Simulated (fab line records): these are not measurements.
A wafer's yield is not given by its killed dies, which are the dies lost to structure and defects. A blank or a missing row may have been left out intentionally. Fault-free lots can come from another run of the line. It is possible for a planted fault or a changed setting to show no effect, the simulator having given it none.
fab line records || flow sfqLine || part 2 of 2: steps 26 to 35 of 35
[record] {"lots": 5, "wafers": 15, "lastDay": 100}
route steps=325 shown M3@123 I3@133 M4@148
lots untouched by any fault: they come from a run of this same line in which no faults occurred
startH: hours from the record's opening day to when the first of the lot's shown wafers began || waitH: hours since the lot's step before || " unchanged from the row above || L1.1+2: a single row standing in for several wafers || - no value, or no start was given || * or withheld: withheld || < > ~ a bound
route shown NAME@n: a module of which the file shows steps, and the number in the route of the first || usual: mean and standard deviation over wafers with no fault || same: alike in all rows || chamber/n: place in a boat || sites: the reading at each site || _std_site: how widely they spread, as a standard deviation || _edge_site: mean of outer sites minus mean of inner sites || radiusMm: how far each site lies from the wafer's centre || mask NAME#n: copy n || behind: the tool/chamber that last shaped the wafer || hold: the reason the lot was held/the length of the hold in hours/how it ended || device: transistor that didn't switch, given as n, p or np || end of line: the tests these same wafers got at the end of their route || for a step that has no rows: nothing shown but its recipe || killed: not the wafer's yield, but the dies lost to structure and defects at the first sort || map: per-die view of a wafer (x killed, . not killed, _ where there is no die)
set.NAME: the setting that was run; set.NAME@STEP: the one run at that earlier step || model.NAME: the simulator's own value behind a step, which no gauge read
lots seen at some steps along the route; tables by step, rows by wafer
services: a tool's chamber out of use, with start hour (startH, from the record's first day; less than 0 if before it), hours out, and reason
[[steps]]
[step SFQ_TRILAYER_M4_DEP_PRE_CLEAN_092]
[recipe] {"gas": "Ar", "timeS": 22.5, "biasV": 250}
[same] {"timeS": 22.5}
{"lot.wafer": "L082.3+5+6", "tool": "pvdSputter-05", "chamber": "-", "startH": 1303.24, "waitH": 0.0}
{"lot.wafer": "L087.2+3+4", "tool": "pvdSputter-03", "chamber": "-", "startH": 1347.04, "waitH": 0.0}
{"lot.wafer": "L090.2+3+4", "tool": "pvdSputter-03", "chamber": "-", "startH": 1369.24, "waitH": 0.0}
{"lot.wafer": "L092.1+2+4", "tool": "pvdSputter-03", "chamber": "-", "startH": 1380.04, "waitH": 0.0}
{"lot.wafer": "L093.1+2+5", "tool": "pvdSputter-05", "chamber": "-", "startH": 1382.44, "waitH": 0.0}
[step SFQ_TRILAYER_M4_DEP_SPUTTER_091]
[recipe] {"material": "Nb", "basePressurePa": 1.33e-06, "chamberPressurePa": 0.1333, "substrateTempC": 20, "resputterCathodeVoltageV": 400, "targetThkNm": 200, "powerW": 2000, "timeS": 133.3}
[usual] {"chamberPressurePa": "0.13327/0.00028", "throttleValvePct": "30.0/0.82"}
[same] {"timeS": 133.3}
{"lot.wafer": "L082.3", "tool": "pvdSputter-05", "chamber": "-", "startH": 1303.27, "waitH": 0.0, "chamberPressurePa": 0.13303, "throttleValvePct": 31.0}
{"lot.wafer": "L082.5", "tool": "pvdSputter-05", "chamber": "-", "startH": 1303.27, "waitH": 0.0, "chamberPressurePa": 0.13336, "throttleValvePct": 29.4}
{"lot.wafer": "L082.6", "tool": "pvdSputter-05", "chamber": "-", "startH": 1303.27, "waitH": 0.0, "chamberPressurePa": 0.1337, "throttleValvePct": 28.7}
{"lot.wafer": "L087.2", "tool": "pvdSputter-03", "chamber": "-", "startH": 1347.07, "waitH": 0.0, "chamberPressurePa": 0.13313, "throttleValvePct": 30.9}
{"lot.wafer": "L087.3", "tool": "pvdSputter-03", "chamber": "-", "startH": 1347.07, "waitH": 0.0, "chamberPressurePa": 0.13344, "throttleValvePct": 30.6}
{"lot.wafer": "L087.4", "tool": "pvdSputter-03", "chamber": "-", "startH": 1347.07, "waitH": 0.0, "chamberPressurePa": 0.13307, "throttleValvePct": 30.1}
{"lot.wafer": "L090.2", "tool": "pvdSputter-03", "chamber": "-", "startH": 1369.27, "waitH": 0.0, "chamberPressurePa": 0.13367, "throttleValvePct": 30.5}
{"lot.wafer": "L090.3", "tool": "pvdSputter-03", "chamber": "-", "startH": 1369.27, "waitH": 0.0, "chamberPressurePa": 0.13324, "throttleValvePct": 30.7}
{"lot.wafer": "L090.4", "tool": "pvdSputter-03", "chamber": "-", "startH": 1369.27, "waitH": 0.0, "chamberPressurePa": 0.13312, "throttleValvePct": 30.6}
{"lot.wafer": "L092.1", "tool": "pvdSputter-03", "chamber": "-", "startH": 1380.07, "waitH": 0.0, "chamberPressurePa": 0.13349, "throttleValvePct": 29.3}
{"lot.wafer": "L092.2", "tool": "pvdSputter-03", "chamber": "-", "startH": 1380.07, "waitH": 0.0, "chamberPressurePa": 0.13311, "throttleValvePct": 30.6}
{"lot.wafer": "L092.4", "tool": "pvdSputter-03", "chamber": "-", "startH": 1380.07, "waitH": 0.0, "chamberPressurePa": 0.13353, "throttleValvePct": 30.7}
{"lot.wafer": "L093.1", "tool": "pvdSputter-05", "chamber": "-", "startH": 1382.47, "waitH": 0.0, "chamberPressurePa": 0.13323, "throttleValvePct": 31.3}
{"lot.wafer": "L093.2", "tool": "pvdSputter-05", "chamber": "-", "startH": 1382.47, "waitH": 0.0, "chamberPressurePa": 0.1331, "throttleValvePct": 28.6}
{"lot.wafer": "L093.5", "tool": "pvdSputter-05", "chamber": "-", "startH": 1382.47, "waitH": 0.0, "chamberPressurePa": 0.13319, "throttleValvePct": 31.2}
[step SFQ_M4_RS_MEAS_924]
[recipe] {"thkMeasGauge": "four-point-probe", "reads": "Nb_of_TRILAYER_M4_DEP_SPUTTER_091"}
[usual] {"M4_NB_RS": "0.890/0.0079"}
{"lot.wafer": "L082.3", "tool": "filmMetro-04", "chamber": "-", "startH": 1303.40, "waitH": 0.1, "M4_NB_RS[ohm/sq]": 0.888}
{"lot.wafer": "L082.5", "tool": "filmMetro-04", "chamber": "-", "startH": 1303.40, "waitH": 0.1, "M4_NB_RS[ohm/sq]": 0.901}
{"lot.wafer": "L082.6", "tool": "filmMetro-04", "chamber": "-", "startH": 1303.40, "waitH": 0.1, "M4_NB_RS[ohm/sq]": 0.883}
{"lot.wafer": "L087.2", "tool": "filmMetro-04", "chamber": "-", "startH": 1347.18, "waitH": 0.1, "M4_NB_RS[ohm/sq]": 0.896}
{"lot.wafer": "L087.3", "tool": "filmMetro-04", "chamber": "-", "startH": 1347.18, "waitH": 0.1, "M4_NB_RS[ohm/sq]": 0.894}
{"lot.wafer": "L087.4", "tool": "filmMetro-04", "chamber": "-", "startH": 1347.18, "waitH": 0.1, "M4_NB_RS[ohm/sq]": 0.891}
{"lot.wafer": "L090.2", "tool": "filmMetro-04", "chamber": "-", "startH": 1369.38, "waitH": 0.1, "M4_NB_RS[ohm/sq]": 0.900}
{"lot.wafer": "L090.3", "tool": "filmMetro-04", "chamber": "-", "startH": 1369.38, "waitH": 0.1, "M4_NB_RS[ohm/sq]": 0.893}
{"lot.wafer": "L090.4", "tool": "filmMetro-04", "chamber": "-", "startH": 1369.38, "waitH": 0.1, "M4_NB_RS[ohm/sq]": 0.894}
{"lot.wafer": "L092.1", "tool": "filmMetro-04", "chamber": "-", "startH": 1380.16, "waitH": 0.0, "M4_NB_RS[ohm/sq]": 0.885}
{"lot.wafer": "L092.2", "tool": "filmMetro-04", "chamber": "-", "startH": 1380.16, "waitH": 0.0, "M4_NB_RS[ohm/sq]": 0.879}
{"lot.wafer": "L092.4", "tool": "filmMetro-04", "chamber": "-", "startH": 1380.16, "waitH": 0.0, "M4_NB_RS[ohm/sq]": 0.881}
{"lot.wafer": "L093.1", "tool": "filmMetro-04", "chamber": "-", "startH": 1382.56, "waitH": 0.0, "M4_NB_RS[ohm/sq]": 0.891}
{"lot.wafer": "L093.2", "tool": "filmMetro-04", "chamber": "-", "startH": 1382.56, "waitH": 0.0, "M4_NB_RS[ohm/sq]": 0.882}
{"lot.wafer": "L093.5", "tool": "filmMetro-04", "chamber": "-", "startH": 1382.56, "waitH": 0.0, "M4_NB_RS[ohm/sq]": 0.890}
[step SFQ_TRILAYER_M4_LITHO_COAT_098]
[recipe] {"resist": "BARC", "spinRpm": 3000, "resistThkNm": 62}
[usual] {"chillPlateTempC": "23.00/0.09"}
{"lot.wafer": "L082.3", "tool": "lithoTrack-01", "chamber": 0, "startH": 1303.64, "waitH": 0.1, "chillPlateTempC": 23.11}
{"lot.wafer": "L082.5", "tool": "lithoTrack-01", "chamber": 0, "startH": 1303.64, "waitH": 0.1, "chillPlateTempC": 22.96}
{"lot.wafer": "L082.6", "tool": "lithoTrack-01", "chamber": 0, "startH": 1303.64, "waitH": 0.1, "chillPlateTempC": 23.23}
{"lot.wafer": "L087.2", "tool": "lithoTrack-03", "chamber": 0, "startH": 1347.39, "waitH": 0.1, "chillPlateTempC": 22.78}
{"lot.wafer": "L087.3", "tool": "lithoTrack-03", "chamber": 0, "startH": 1347.39, "waitH": 0.1, "chillPlateTempC": 22.85}
{"lot.wafer": "L087.4", "tool": "lithoTrack-03", "chamber": 0, "startH": 1347.39, "waitH": 0.1, "chillPlateTempC": 22.86}
{"lot.wafer": "L090.2", "tool": "lithoTrack-02", "chamber": 0, "startH": 1369.59, "waitH": 0.1, "chillPlateTempC": 22.99}
{"lot.wafer": "L090.3", "tool": "lithoTrack-02", "chamber": 0, "startH": 1369.59, "waitH": 0.1, "chillPlateTempC": 23.05}
{"lot.wafer": "L090.4", "tool": "lithoTrack-02", "chamber": 0, "startH": 1369.59, "waitH": 0.1, "chillPlateTempC": 22.95}
{"lot.wafer": "L092.1", "tool": "lithoTrack-01", "chamber": 0, "startH": 1380.34, "waitH": 0.1, "chillPlateTempC": 22.95}
{"lot.wafer": "L092.2", "tool": "lithoTrack-01", "chamber": 0, "startH": 1380.34, "waitH": 0.1, "chillPlateTempC": 23.06}
{"lot.wafer": "L092.4", "tool": "lithoTrack-01", "chamber": 0, "startH": 1380.34, "waitH": 0.1, "chillPlateTempC": 23.03}
{"lot.wafer": "L093.1", "tool": "lithoTrack-03", "chamber": 0, "startH": 1382.74, "waitH": 0.1, "chillPlateTempC": 23.01}
{"lot.wafer": "L093.2", "tool": "lithoTrack-03", "chamber": 0, "startH": 1382.74, "waitH": 0.1, "chillPlateTempC": 22.86}
{"lot.wafer": "L093.5", "tool": "lithoTrack-03", "chamber": 0, "startH": 1382.74, "waitH": 0.1, "chillPlateTempC": 22.93}
[step SFQ_TRILAYER_M4_LITHO_COAT_093]
[recipe] {"resist": "KrF", "spinRpm": 3000, "resistThkNm": 600}
[usual] {"chillPlateTempC": "22.97/0.1"}
{"lot.wafer": "L082.3", "tool": "lithoTrack-01", "chamber": 0, "startH": 1303.94, "waitH": 0.2, "chillPlateTempC": 23.11}
{"lot.wafer": "L082.5", "tool": "lithoTrack-01", "chamber": 0, "startH": 1303.94, "waitH": 0.2, "chillPlateTempC": 23.14}
{"lot.wafer": "L082.6", "tool": "lithoTrack-01", "chamber": 0, "startH": 1303.94, "waitH": 0.2, "chillPlateTempC": 22.86}
{"lot.wafer": "L087.2", "tool": "lithoTrack-03", "chamber": 0, "startH": 1347.69, "waitH": 0.2, "chillPlateTempC": 23.18}
{"lot.wafer": "L087.3", "tool": "lithoTrack-03", "chamber": 0, "startH": 1347.69, "waitH": 0.2, "chillPlateTempC": 22.97}
{"lot.wafer": "L087.4", "tool": "lithoTrack-03", "chamber": 0, "startH": 1347.69, "waitH": 0.2, "chillPlateTempC": 23.08}
{"lot.wafer": "L090.2", "tool": "lithoTrack-02", "chamber": 0, "startH": 1369.89, "waitH": 0.2, "chillPlateTempC": 23.01}
{"lot.wafer": "L090.3", "tool": "lithoTrack-02", "chamber": 0, "startH": 1369.89, "waitH": 0.2, "chillPlateTempC": 23.03}
{"lot.wafer": "L090.4", "tool": "lithoTrack-02", "chamber": 0, "startH": 1369.89, "waitH": 0.2, "chillPlateTempC": 22.89}
{"lot.wafer": "L092.1", "tool": "lithoTrack-01", "chamber": 0, "startH": 1380.64, "waitH": 0.2, "chillPlateTempC": 22.93}
{"lot.wafer": "L092.2", "tool": "lithoTrack-01", "chamber": 0, "startH": 1380.64, "waitH": 0.2, "chillPlateTempC": 22.89}
{"lot.wafer": "L092.4", "tool": "lithoTrack-01", "chamber": 0, "startH": 1380.64, "waitH": 0.2, "chillPlateTempC": 22.77}
{"lot.wafer": "L093.1", "tool": "lithoTrack-03", "chamber": 0, "startH": 1383.04, "waitH": 0.2, "chillPlateTempC": 23.02}
{"lot.wafer": "L093.2", "tool": "lithoTrack-03", "chamber": 0, "startH": 1383.04, "waitH": 0.2, "chillPlateTempC": 23.05}
{"lot.wafer": "L093.5", "tool": "lithoTrack-03", "chamber": 0, "startH": 1383.04, "waitH": 0.2, "chillPlateTempC": 23.03}
[step SFQ_TRILAYER_M4_LITHO_SOFTBAKE_097]
[recipe] {"tempC": "withheld", "timeS": "withheld", "resist": "KrF"}
[usual] {"chillPlateTempC": "*"}
{"lot.wafer": "L082.3", "tool": "lithoTrack-01", "chamber": 0, "startH": 1304.19, "waitH": 0.2, "chillPlateTempC": "*"}
{"lot.wafer": "L082.5", "tool": "lithoTrack-01", "chamber": 0, "startH": 1304.19, "waitH": 0.2, "chillPlateTempC": "*"}
{"lot.wafer": "L082.6", "tool": "lithoTrack-01", "chamber": 0, "startH": 1304.19, "waitH": 0.2, "chillPlateTempC": "*"}
{"lot.wafer": "L087.2", "tool": "lithoTrack-03", "chamber": 0, "startH": 1347.96, "waitH": 0.2, "chillPlateTempC": "*"}
{"lot.wafer": "L087.3", "tool": "lithoTrack-03", "chamber": 0, "startH": 1347.96, "waitH": 0.2, "chillPlateTempC": "*"}
{"lot.wafer": "L087.4", "tool": "lithoTrack-03", "chamber": 0, "startH": 1347.96, "waitH": 0.2, "chillPlateTempC": "*"}
{"lot.wafer": "L090.2", "tool": "lithoTrack-02", "chamber": 0, "startH": 1370.16, "waitH": 0.2, "chillPlateTempC": "*"}
{"lot.wafer": "L090.3", "tool": "lithoTrack-02", "chamber": 0, "startH": 1370.16, "waitH": 0.2, "chillPlateTempC": "*"}
{"lot.wafer": "L090.4", "tool": "lithoTrack-02", "chamber": 0, "startH": 1370.16, "waitH": 0.2, "chillPlateTempC": "*"}
{"lot.wafer": "L092.1", "tool": "lithoTrack-01", "chamber": 0, "startH": 1380.94, "waitH": 0.2, "chillPlateTempC": "*"}
{"lot.wafer": "L092.2", "tool": "lithoTrack-01", "chamber": 0, "startH": 1380.94, "waitH": 0.2, "chillPlateTempC": "*"}
{"lot.wafer": "L092.4", "tool": "lithoTrack-01", "chamber": 0, "startH": 1380.94, "waitH": 0.2, "chillPlateTempC": "*"}
{"lot.wafer": "L093.1", "tool": "lithoTrack-03", "chamber": 0, "startH": 1383.34, "waitH": 0.2, "chillPlateTempC": "*"}
{"lot.wafer": "L093.2", "tool": "lithoTrack-03", "chamber": 0, "startH": 1383.34, "waitH": 0.2, "chillPlateTempC": "*"}
{"lot.wafer": "L093.5", "tool": "lithoTrack-03", "chamber": 0, "startH": 1383.34, "waitH": 0.2, "chillPlateTempC": "*"}
[step SFQ_TRILAYER_M4_LITHO_EXPOSE_094]
[recipe] {"maskId": "M4", "na": 0.6, "sourceShape": "conventional", "sigmaOuter": 0.65, "targetCdNm": 500, "doseMj": 14.4}
{"lot.wafer": "L082.3+5+6", "tool": "krfScanner-01", "chamber": 0, "startH": 1433.30, "waitH": "-", "mask": "M4#0"}
{"lot.wafer": "L087.2+3+4", "tool": "krfScanner-02", "chamber": 0, "startH": 1475.48, "waitH": "-", "mask": "M4#0"}
{"lot.wafer": "L090.2+3+4", "tool": "krfScanner-01", "chamber": 0, "startH": 1490.08, "waitH": "-", "mask": "M4#0"}
{"lot.wafer": "L092.1+2+4", "tool": "krfScanner-02", "chamber": 0, "startH": 1499.82, "waitH": "-", "mask": "M4#0"}
{"lot.wafer": "L093.1+2+5", "tool": "krfScanner-02", "chamber": 0, "startH": 1502.22, "waitH": "-", "mask": "M4#0"}
[step SFQ_TRILAYER_M4_LITHO_PEB_096]
[recipe] {"pebTempC": 115, "pebTimeS": 60, "resist": "KrF"}
[usual] {"chillPlateTempC": "22.98/0.096"}
[same] {"pebTimeS": 60}
{"lot.wafer": "L082.3", "tool": "lithoTrack-01", "chamber": 0, "startH": 1434.15, "waitH": 0.7, "chillPlateTempC": 23.07}
{"lot.wafer": "L082.5", "tool": "lithoTrack-01", "chamber": 0, "startH": 1434.15, "waitH": 0.7, "chillPlateTempC": 23.17}
{"lot.wafer": "L082.6", "tool": "lithoTrack-01", "chamber": 0, "startH": 1434.15, "waitH": 0.7, "chillPlateTempC": 23.08}
{"lot.wafer": "L087.2", "tool": "lithoTrack-03", "chamber": 0, "startH": 1476.50, "waitH": 0.8, "chillPlateTempC": 22.86}
{"lot.wafer": "L087.3", "tool": "lithoTrack-03", "chamber": 0, "startH": 1476.50, "waitH": 0.8, "chillPlateTempC": 22.91}
{"lot.wafer": "L087.4", "tool": "lithoTrack-03", "chamber": 0, "startH": 1476.50, "waitH": 0.8, "chillPlateTempC": 22.86}
{"lot.wafer": "L090.2", "tool": "lithoTrack-03", "chamber": 0, "startH": 1491.11, "waitH": 0.8, "chillPlateTempC": 22.92}
{"lot.wafer": "L090.3", "tool": "lithoTrack-03", "chamber": 0, "startH": 1491.11, "waitH": 0.8, "chillPlateTempC": 22.95}
{"lot.wafer": "L090.4", "tool": "lithoTrack-03", "chamber": 0, "startH": 1491.11, "waitH": 0.8, "chillPlateTempC": 22.94}
{"lot.wafer": "L092.1", "tool": "lithoTrack-02", "chamber": 0, "startH": 1501.02, "waitH": 1.0, "chillPlateTempC": 23.01}
{"lot.wafer": "L092.2", "tool": "lithoTrack-02", "chamber": 0, "startH": 1501.02, "waitH": 1.0, "chillPlateTempC": 22.87}
{"lot.wafer": "L092.4", "tool": "lithoTrack-02", "chamber": 0, "startH": 1501.02, "waitH": 1.0, "chillPlateTempC": 23.11}
{"lot.wafer": "L093.1", "tool": "lithoTrack-01", "chamber": 0, "startH": 1503.42, "waitH": 1.0, "chillPlateTempC": 22.98}
{"lot.wafer": "L093.2", "tool": "lithoTrack-01", "chamber": 0, "startH": 1503.42, "waitH": 1.0, "chillPlateTempC": 23.13}
{"lot.wafer": "L093.5", "tool": "lithoTrack-01", "chamber": 0, "startH": 1503.42, "waitH": 1.0, "chillPlateTempC": 22.95}
[step SFQ_TRILAYER_M4_LITHO_DEVELOP_095]
[recipe] {"timeS": 60, "resist": "KrF"}
[usual] {"chillPlateTempC": "23.01/0.11"}
[same] {"timeS": 60}
{"lot.wafer": "L082.3", "tool": "lithoTrack-01", "chamber": 0, "startH": 1434.30, "waitH": 0.1, "chillPlateTempC": 22.89}
{"lot.wafer": "L082.5", "tool": "lithoTrack-01", "chamber": 0, "startH": 1434.30, "waitH": 0.1, "chillPlateTempC": 22.80}
{"lot.wafer": "L082.6", "tool": "lithoTrack-01", "chamber": 0, "startH": 1434.30, "waitH": 0.1, "chillPlateTempC": 22.85}
{"lot.wafer": "L087.2", "tool": "lithoTrack-03", "chamber": 0, "startH": 1476.65, "waitH": 0.1, "chillPlateTempC": 23.05}
{"lot.wafer": "L087.3", "tool": "lithoTrack-03", "chamber": 0, "startH": 1476.65, "waitH": 0.1, "chillPlateTempC": 23.12}
{"lot.wafer": "L087.4", "tool": "lithoTrack-03", "chamber": 0, "startH": 1476.65, "waitH": 0.1, "chillPlateTempC": 22.91}
{"lot.wafer": "L090.2", "tool": "lithoTrack-03", "chamber": 0, "startH": 1491.26, "waitH": 0.1, "chillPlateTempC": 23.10}
{"lot.wafer": "L090.3", "tool": "lithoTrack-03", "chamber": 0, "startH": 1491.26, "waitH": 0.1, "chillPlateTempC": 23.03}
{"lot.wafer": "L090.4", "tool": "lithoTrack-03", "chamber": 0, "startH": 1491.26, "waitH": 0.1, "chillPlateTempC": 23.24}
{"lot.wafer": "L092.1", "tool": "lithoTrack-02", "chamber": 0, "startH": 1501.17, "waitH": 0.1, "chillPlateTempC": 22.84}
{"lot.wafer": "L092.2", "tool": "lithoTrack-02", "chamber": 0, "startH": 1501.17, "waitH": 0.1, "chillPlateTempC": 22.84}
{"lot.wafer": "L092.4", "tool": "lithoTrack-02", "chamber": 0, "startH": 1501.17, "waitH": 0.1, "chillPlateTempC": 22.90}
{"lot.wafer": "L093.1", "tool": "lithoTrack-01", "chamber": 0, "startH": 1503.57, "waitH": 0.1, "chillPlateTempC": 23.02}
{"lot.wafer": "L093.2", "tool": "lithoTrack-01", "chamber": 0, "startH": 1503.57, "waitH": 0.1, "chillPlateTempC": 23.00}
{"lot.wafer": "L093.5", "tool": "lithoTrack-01", "chamber": 0, "startH": 1503.57, "waitH": 0.1, "chillPlateTempC": 23.05}
[step SFQ_M4_OVL_MEAS_926]
[usual] {"M4_OVL": "-4/5.9"}
{"lot.wafer": "L082.3", "tool": "overlay-01", "chamber": "-", "startH": 1434.41, "waitH": 0.1, "M4_OVL[nm]": -13}
{"lot.wafer": "L082.5", "tool": "overlay-01", "chamber": "-", "startH": 1434.41, "waitH": 0.1, "M4_OVL[nm]": -11}
{"lot.wafer": "L082.6", "tool": "overlay-01", "chamber": "-", "startH": 1434.41, "waitH": 0.1, "M4_OVL[nm]": -7}
{"lot.wafer": "L087.2", "tool": "overlay-01", "chamber": "-", "startH": 1476.78, "waitH": 0.1, "M4_OVL[nm]": 4}
{"lot.wafer": "L087.3", "tool": "overlay-01", "chamber": "-", "startH": 1476.78, "waitH": 0.1, "M4_OVL[nm]": 10}
{"lot.wafer": "L087.4", "tool": "overlay-01", "chamber": "-", "startH": 1476.78, "waitH": 0.1, "M4_OVL[nm]": 7}
{"lot.wafer": "L090.2", "tool": "overlay-02", "chamber": "-", "startH": 1491.39, "waitH": 0.1, "M4_OVL[nm]": 5}
{"lot.wafer": "L090.3", "tool": "overlay-02", "chamber": "-", "startH": 1491.39, "waitH": 0.1, "M4_OVL[nm]": -4}
{"lot.wafer": "L090.4", "tool": "overlay-02", "chamber": "-", "startH": 1491.39, "waitH": 0.1, "M4_OVL[nm]": 3}
{"lot.wafer": "L092.1", "tool": "overlay-01", "chamber": "-", "startH": 1501.32, "waitH": 0.1, "M4_OVL[nm]": -6}
{"lot.wafer": "L092.2", "tool": "overlay-01", "chamber": "-", "startH": 1501.32, "waitH": 0.1, "M4_OVL[nm]": 6}
{"lot.wafer": "L092.4", "tool": "overlay-01", "chamber": "-", "startH": 1501.32, "waitH": 0.1, "M4_OVL[nm]": -3}
{"lot.wafer": "L093.1", "tool": "overlay-01", "chamber": "-", "startH": 1503.72, "waitH": 0.1, "M4_OVL[nm]": 8}
{"lot.wafer": "L093.2", "tool": "overlay-01", "chamber": "-", "startH": 1503.72, "waitH": 0.1, "M4_OVL[nm]": -4}
{"lot.wafer": "L093.5", "tool": "overlay-01", "chamber": "-", "startH": 1503.72, "waitH": 0.1, "M4_OVL[nm]": 6}
[[services]]
{"tool": "krfScanner-01", "chamber": "-", "startH": 1127.96, "hours": 0.6, "kind": "repair"}
{"tool": "krfScanner-02", "chamber": "-", "startH": 1144.28, "hours": 0.5, "kind": "repair"}
{"tool": "krfScanner-01", "chamber": "-", "startH": 1146.81, "hours": 1.3, "kind": "pm"}
{"tool": "krfScanner-02", "chamber": "-", "startH": 1242.93, "hours": 1.0, "kind": "pm"}
{"tool": "krfScanner-02", "chamber": "-", "startH": 1249.69, "hours": 1.3, "kind": "pm"}
{"tool": "krfScanner-02", "chamber": "-", "startH": 1270.57, "hours": 1.3, "kind": "repair"}
{"tool": "krfScanner-01", "chamber": "-", "startH": 1276.66, "hours": 1.0, "kind": "pm"}
{"tool": "krfScanner-01", "chamber": "-", "startH": 1280.55, "hours": 3.6, "kind": "pm"}
{"tool": "krfScanner-02", "chamber": "-", "startH": 1289.10, "hours": 0.8, "kind": "pm"}
{"tool": "krfScanner-01", "chamber": "-", "startH": 1290.43, "hours": 0.8, "kind": "pm"}
{"tool": "krfScanner-01", "chamber": "-", "startH": 1304.26, "hours": 0.9, "kind": "repair"}
{"tool": "rieMetal-03", "chamber": "-", "startH": 1307.62, "hours": 11.0, "kind": "repair"}
{"tool": "krfScanner-01", "chamber": "-", "startH": 1322.62, "hours": 1.3, "kind": "pm"}
{"tool": "krfScanner-01", "chamber": "-", "startH": 1324.31, "hours": 1.0, "kind": "repair"}
{"tool": "rieMetal-03", "chamber": "-", "startH": 1352.48, "hours": 0.8, "kind": "repair"}
{"tool": "rieMetal-03", "chamber": "-", "startH": 1359.54, "hours": 0.2, "kind": "repair"}
{"tool": "krfScanner-01", "chamber": "-", "startH": 1372.72, "hours": 1.1, "kind": "repair"}
{"tool": "krfScanner-01", "chamber": "-", "startH": 1380.63, "hours": 2.2, "kind": "repair"}
{"tool": "krfScanner-01", "chamber": "-", "startH": 1406.21, "hours": 0.5, "kind": "repair"}
{"tool": "krfScanner-02", "chamber": "-", "startH": 1412.38, "hours": 1.0, "kind": "pm"}
{"tool": "krfScanner-02", "chamber": "-", "startH": 1425.54, "hours": 1.3, "kind": "pm"}
{"tool": "krfScanner-02", "chamber": "-", "startH": 1458.23, "hours": 0.8, "kind": "pm"}
{"tool": "rieMetal-03", "chamber": 1, "startH": 1474.67, "hours": 3.4, "kind": "repair"}
{"tool": "krfScanner-02", "chamber": "-", "startH": 1489.68, "hours": 4.0, "kind": "pm"}
